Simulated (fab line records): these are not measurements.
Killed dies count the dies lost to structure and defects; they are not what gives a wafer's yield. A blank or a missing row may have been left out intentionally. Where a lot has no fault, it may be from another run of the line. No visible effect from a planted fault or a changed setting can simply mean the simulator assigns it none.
Chamber matching ; flow gf180mcu ; rie-si-01 running GF_STI_ETCH_14: 3 sister chambers
The step etches Si in HBr/Cl2/O2, target depth 360 nm, time 102.9 s. 18 wafers are shown with their chamber, then 8 later ones without.

== WAFERS WITH THEIR CHAMBER ==
wafer;chamber;drypump-motor-current-A (A);oes-product-au (a.u.);throttle-valve-pct (%)
L907.1;2;5.2;1.003;25.648
L907.2;1;5.2;0.992;25.663
L907.3;0;4.6;0.995;25.666
L908.2;0;4.6;0.987;25.665
L908.5;2;5.2;1.006;25.659
L908.6;0;4.6;0.996;25.648
L910.2;2;5.2;1.012;25.648
L910.3;0;4.6;0.997;25.643
L910.4;1;5.3;0.992;25.643
L913.4;1;5.3;0.994;25.669
L913.5;2;5.2;1.013;25.641
L913.6;0;4.6;0.992;25.651
L914.1;2;5.1;1.001;25.656
L914.4;1;5.2;0.983;25.688
L914.6;0;4.6;0.989;25.661
L915.4;0;4.6;0.997;25.655
L915.5;1;5.3;0.994;25.665
L915.6;2;5.1;1.008;25.662

SIGNATURES (averages over the wafers above)
reading;chamber 0;chamber 1;chamber 2;scatter within a chamber
drypump-motor-current-A;4.600;5.260;5.167;0.0411
oes-product-au;0.99329;0.99100;1.00717;0.00444
throttle-valve-pct;25.65557;25.66560;25.65233;0.011
Rule: a wafer's distance from a chamber is the root of the sum, over the readings, of the square of ((its reading less the chamber's mean) divided by the reading's scatter). The wafer belongs to the nearest chamber; if the next one is less than 2 further off, it can't be placed. The scatter: the root of (the sum of the squares of (reading less its chamber's mean) over the shown wafers, divided by (wafers less chambers)).

== WAFERS MISSING THEIR CHAMBER ==
wafer;drypump-motor-current-A (A);oes-product-au (a.u.);throttle-valve-pct (%)
L918.1;5.1;1.004;25.671
L918.4;4.6;1.009;25.636
L918.5;5.2;0.982;25.666
L926.1;4.6;1.001;25.668
L926.5;5.3;0.981;25.670
L926.6;4.6;1.001;25.665
L927.2;4.6;1.010;25.645
L927.3;5.2;1.024;25.645

== EACH ONE'S CHAMBER ==
wafer;from the rows above;in truth
L918.1;2;2
L918.4;0;0
L918.5;1;1
L926.1;0;0
L926.5;1;1
L926.6;0;0
L927.2;0;0
L927.3;2;2
Correctly placed: 8 of 8. Can't be placed from these rows: 0. Placed wrongly: 0.
